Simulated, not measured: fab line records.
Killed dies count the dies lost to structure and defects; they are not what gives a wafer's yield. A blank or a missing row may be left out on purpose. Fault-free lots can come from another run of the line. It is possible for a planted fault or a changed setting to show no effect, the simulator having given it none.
Commonality check across tools | flow gf180mcu | 14 lots and 42 wafers in the sample

== WHY IT WAS OPENED ==
At GF_SALICIDE_RS_MEAS_04 the reading SALICIDE_TIN_RS is flagged on 2 of 14 lots. No-fault wafers: 16.32 ohm/sq, standard deviation 0.29.
Rule: flag the lot when none of its wafers has a number, or when each of its wafers that has one lies beyond 4 standard deviations from that mean. As for the other lots, they are considered sound.

lot  | measured     | on            | SALICIDE_TIN_RS (ohm/sq), wafer by wafer | flag
L368 | day 14 17:55 | film_metro-04 | 16.09 16.16 16.49                        |
L371 | day 15 22:35 | film_metro-01 | 16.48 16.62 16.84                        |
L373 | day 16 12:31 | film_metro-02 | 16.09 16.12 16.20                        |
L376 | day 17 18:59 | film_metro-01 | 16.13 16.57 16.42                        |
L375 | day 17 22:13 | film_metro-02 | 16.46 16.10 16.11                        |
L378 | day 19 12:32 | film_metro-04 | 16.48 16.44 16.41                        |
L379 | day 19 23:43 | film_metro-02 | 16.54 16.32 16.58                        |
L381 | day 20 02:44 | film_metro-02 | 16.68 16.74 17.00                        |
L380 | day 20 04:48 | film_metro-01 | 16.21 16.14 16.09                        |
L383 | day 20 22:34 | film_metro-02 | 15.78 15.94 15.80                        |
L388 | day 22 01:11 | film_metro-01 | 19.13 18.76 18.46                        | FLAGGED
L387 | day 22 08:14 | film_metro-01 | 16.42 16.11 16.25                        |
L389 | day 22 16:11 | film_metro-04 | 18.93 18.68 18.54                        | FLAGGED
L391 | day 23 04:38 | film_metro-02 | 15.93 15.97 16.05                        |
The numbers of the flagged lots are 18.75 ohm/sq on average: +2.43 ohm/sq against the usual, or +8 standard deviations.

== EACH LOT AND THE TOOL IT RAN ON ==
The record holds 1 process step before the reading, out of a route of 602 steps. Every cell lists first the tool, next ch and the chambers used by the sampled wafers, and last the start.
lot  | flag    | GF_SALICIDE_SPUTTER_02
L368 |         | pvd_sputter-03, day 14 17:50
L371 |         | pvd_sputter-03, day 15 22:32
L373 |         | pvd_sputter-02, day 16 12:25
L376 |         | pvd_sputter-03, day 17 18:55
L375 |         | pvd_sputter-01, day 17 22:08
L378 |         | pvd_sputter-02, day 19 12:29
L379 |         | pvd_sputter-02, day 19 23:40
L381 |         | pvd_sputter-01, day 20 02:41
L380 |         | pvd_sputter-02, day 20 04:44
L383 |         | pvd_sputter-01, day 20 22:31
L388 | FLAGGED | pvd_sputter-01, day 22 01:08
L387 |         | pvd_sputter-02, day 22 08:11
L389 | FLAGGED | pvd_sputter-01, day 22 16:08
L391 |         | pvd_sputter-02, day 23 04:32
What these steps do:
- GF_SALICIDE_SPUTTER_02: material Co, target thk 10 nm, time 20 s.
- GF_SALICIDE_RS_MEAS_04: measures by four-point-probe.

== FLAGGED OVER TOTAL, TOOL BY TOOL (the gauges that took the reading come last) ==
step                   | tool           | lots run | flagged | share of the flagged lots | sound lots run after its first flagged lot
GF_SALICIDE_SPUTTER_02 | pvd_sputter-01 | 5        | 2       | all                       | 0
GF_SALICIDE_SPUTTER_02 | pvd_sputter-02 | 6        | 0       | none                      | -
GF_SALICIDE_SPUTTER_02 | pvd_sputter-03 | 3        | 0       | none                      | -
GF_SALICIDE_RS_MEAS_04 | film_metro-01  | 5        | 1       | some                      | 1 (L387)
GF_SALICIDE_RS_MEAS_04 | film_metro-02  | 6        | 0       | none                      | -
GF_SALICIDE_RS_MEAS_04 | film_metro-04  | 3        | 1       | some                      | 0

== WHAT THE TABLE ALLOWS ==
Rows of the table that ran each flagged lot: 1, that is pvd_sputter-01 at GF_SALICIDE_SPUTTER_02.
- pvd_sputter-01 at GF_SALICIDE_SPUTTER_02: 2 of its 5 lots flagged. Last sound lot L383 at day 20 22:31, first flagged lot L388 at day 22 01:08; a fault beginning in between fits.
What remains is a single tool, pvd_sputter-01 at GF_SALICIDE_SPUTTER_02.

== WHAT THE SIMULATOR PUT IN ==
Site profile drift: pvd_sputter-01, from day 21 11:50 on, at GF_SALICIDE_SPUTTER_02. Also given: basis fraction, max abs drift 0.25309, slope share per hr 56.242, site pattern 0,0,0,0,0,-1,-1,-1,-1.
Struck lots among those shown: L388, L389. The rule given above showed the same thing.
